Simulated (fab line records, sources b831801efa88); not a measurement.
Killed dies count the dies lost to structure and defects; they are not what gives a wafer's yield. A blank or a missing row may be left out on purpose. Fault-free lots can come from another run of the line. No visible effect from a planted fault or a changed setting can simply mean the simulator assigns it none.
8D (eight disciplines) problem report, filled in by code / flow sky130 / the parts of the form that need people (team, actions taken, sign-off) are left out

## 1. WHAT IS WRONG
o2FlowSccm at SKY_VIA1_STRIP_16 reads a mean of 3592 sccm on 6 wafers of 2 lots; wafers without a fault read 2998 sccm with a standard deviation of 9.7. That is +61 standard deviations from the usual mean.
The step: strips in O2/N2.
First seen on wafer L334.1, day 39 10:30, on plasmaAsher-02. The record has a number at this step for 36 wafers belonging to 12 lots. By rule, "out" or "out of limits" means more than 4 standard deviations away from the usual mean. Any other wafer with a number is counted as sound.

## 2. WHAT IT IS, WHAT IT ISN'T
question=which readings at this step | is=o2FlowSccm | is not=drypumpMotorCurrentA, oesProductAu
question=which lots | is=L334, L337 | is not=L317, L318, L319, L320, L323, L324, L326, L327, L338, L339
question=which wafers of those lots | is=all that have a number | is not=-
question=read on which tools | is=plasmaAsher-02 | is not=plasmaAsher-01, plasmaAsher-04
question=when | is=from day 39 10:30 | is not=up to then (24 sound wafers); but 6 sound wafers of L338, L339 came after

## 3. SUSPECTS, AND WHAT RULES EACH OUT
Counting: any tool at a process step up to the reading is kept as a suspect provided that every lot that is out went through it and no sound lot did after the first of them.
- rieDiel-01 at SKY_VIA1_ETCH_14 (etches BARC in N2/H2, stops on SiO2, time 45.9 s, target depth 60 nm): kept. All lots that are out passed through it, beginning with L334 at day 39 10:25, and no sound lot followed; its final sound lot before that point was L327 at day 37 12:20.
- plasmaAsher-02 at SKY_VIA1_STRIP_16 (strips in O2/N2): kept. All lots that are out passed through it, beginning with L334 at day 39 10:30, and no sound lot followed; its final sound lot before that point was L326 at day 37 09:24. Its own readings are out on those wafers: o2FlowSccm.
What counting leaves: rieDiel-01 at SKY_VIA1_ETCH_14 and plasmaAsher-02 at SKY_VIA1_STRIP_16.

## 4. THE CAUSE (what the simulator had put in)
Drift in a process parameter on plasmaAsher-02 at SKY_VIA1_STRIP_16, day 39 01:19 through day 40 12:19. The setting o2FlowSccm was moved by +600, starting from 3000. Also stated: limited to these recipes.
This tool is one of the 2 suspects left after counting.

## 5. SEQUENCE OF EFFECTS, ordered by route
Rows list readings where the struck wafers' mean (over those with a number) sits beyond 3 standard deviations from the usual. Only readings for which the record gives a usual standard deviation are gone through. hours: the time from each lot's start at the first step in this table that gives one to its start at this step, as a median over the lots. sigmas: the change in usual standard deviations.
hours=0; step=SKY_VIA1_STRIP_16; reading=o2FlowSccm; usual=2998 sccm; on struck wafers=3592; change=+594; sigmas=+61
Process steps it contains:
- SKY_VIA1_STRIP_16: strips in O2/N2.

## 6. WHAT WOULD HAVE CAUGHT IT SOONER
In this record no reading fell out of limits until day 39 10:30, 9 hours after the fault had begun at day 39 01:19.
